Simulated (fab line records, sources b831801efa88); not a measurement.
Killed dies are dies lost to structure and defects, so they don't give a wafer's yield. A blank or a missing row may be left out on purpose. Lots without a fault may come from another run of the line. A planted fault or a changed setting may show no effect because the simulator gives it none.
Which tool did it? | flow sky130 | 12 lots, 36 wafers sampled, at 3 steps of a route of 708

WHAT THE GAUGES READ, wafer by wafer
SKY_VIA2_BOW_MEAS_03.
lot  | measured     | on            | VIA2_BOW (um)
L075 | day 35 15:47 | film_metro-04 | 88 88 90
L077 | day 36 03:34 | film_metro-04 | 86 70 87
L079 | day 36 20:38 | film_metro-03 | 87 83 80
L081 | day 37 15:57 | film_metro-03 | 83 75 83
L083 | day 38 12:14 | film_metro-03 | 95 82 89
L085 | day 38 19:35 | film_metro-03 | 86 81 75
L087 | day 39 04:42 | film_metro-04 | 84 74 68
L089 | day 40 08:43 | film_metro-03 | 83 80 75
L091 | day 40 15:10 | film_metro-03 | 79 87 63
L093 | day 41 01:49 | film_metro-01 | 90 75 87
L095 | day 41 12:26 | film_metro-01 | 86 91 85
L097 | day 41 21:40 | film_metro-03 | 81 94 89

WHICH TOOL RAN EACH LOT (tool, then ch and the chambers of the sampled wafers, then the start)
lot  | SKY_CONTACT_STRIP_19                 | SKY_VIA2_CMP_02
L075 | plasma_asher-01 ch 0,1, day 32 01:20 | cmp-02 ch 0,2,3, day 35 15:27
L077 | plasma_asher-02 ch 0,1, day 32 13:26 | cmp-01 ch 1,2,3, day 36 03:16
L079 | plasma_asher-04 ch 0,1, day 33 07:02 | cmp-01 ch 0,1,3, day 36 20:26
L081 | plasma_asher-01 ch 0,1, day 34 02:57 | cmp-02 ch 0,1, day 37 15:38
L083 | plasma_asher-02 ch 0,1, day 34 23:09 | cmp-01 ch 1,3, day 38 11:56
L085 | plasma_asher-04 ch 0,1, day 35 08:14 | cmp-01 ch 0,1,2, day 38 19:17
L087 | plasma_asher-02 ch 0,1, day 35 17:27 | cmp-02 ch 0,1,3, day 39 04:24
L089 | plasma_asher-01 ch 0,1, day 36 22:14 | cmp-02 ch 0,1,2, day 40 08:28
L091 | plasma_asher-04 ch 0,1, day 37 06:47 | cmp-02 ch 1,2, day 40 14:52
L093 | plasma_asher-02 ch 0,1, day 37 16:50 | cmp-01 ch 0,2,3, day 41 01:31
L095 | plasma_asher-01 ch 0,1, day 38 04:18 | cmp-02 ch 1,2, day 41 12:08
L097 | plasma_asher-02 ch 0,1, day 38 13:44 | cmp-01 ch 1,2, day 41 21:19
- SKY_CONTACT_STRIP_19: strips in O2/N2.
- SKY_VIA2_CMP_02: polishes SiO2.

THE ANSWER, worked out from the rows above alone
Rule: what is usual is taken from the lots themselves. Put in order of their means at a reading, lots are off if they are a third of the lots or fewer, leave a main group of 4 or more, and stand apart from it by a gap of 3 or more times the standard deviation of the main group's means; of several such gaps the widest counts. A main group whose means are all the same, to the digits that the tables above print for the reading, isn't used. A lot without any number at a reading at which 4 lots or more have one is off too. The other lots that the step has rows for count as sound.
No lot is off at any reading shown: from this, nothing can be told.

WHAT THE SIMULATOR HAD PUT IN
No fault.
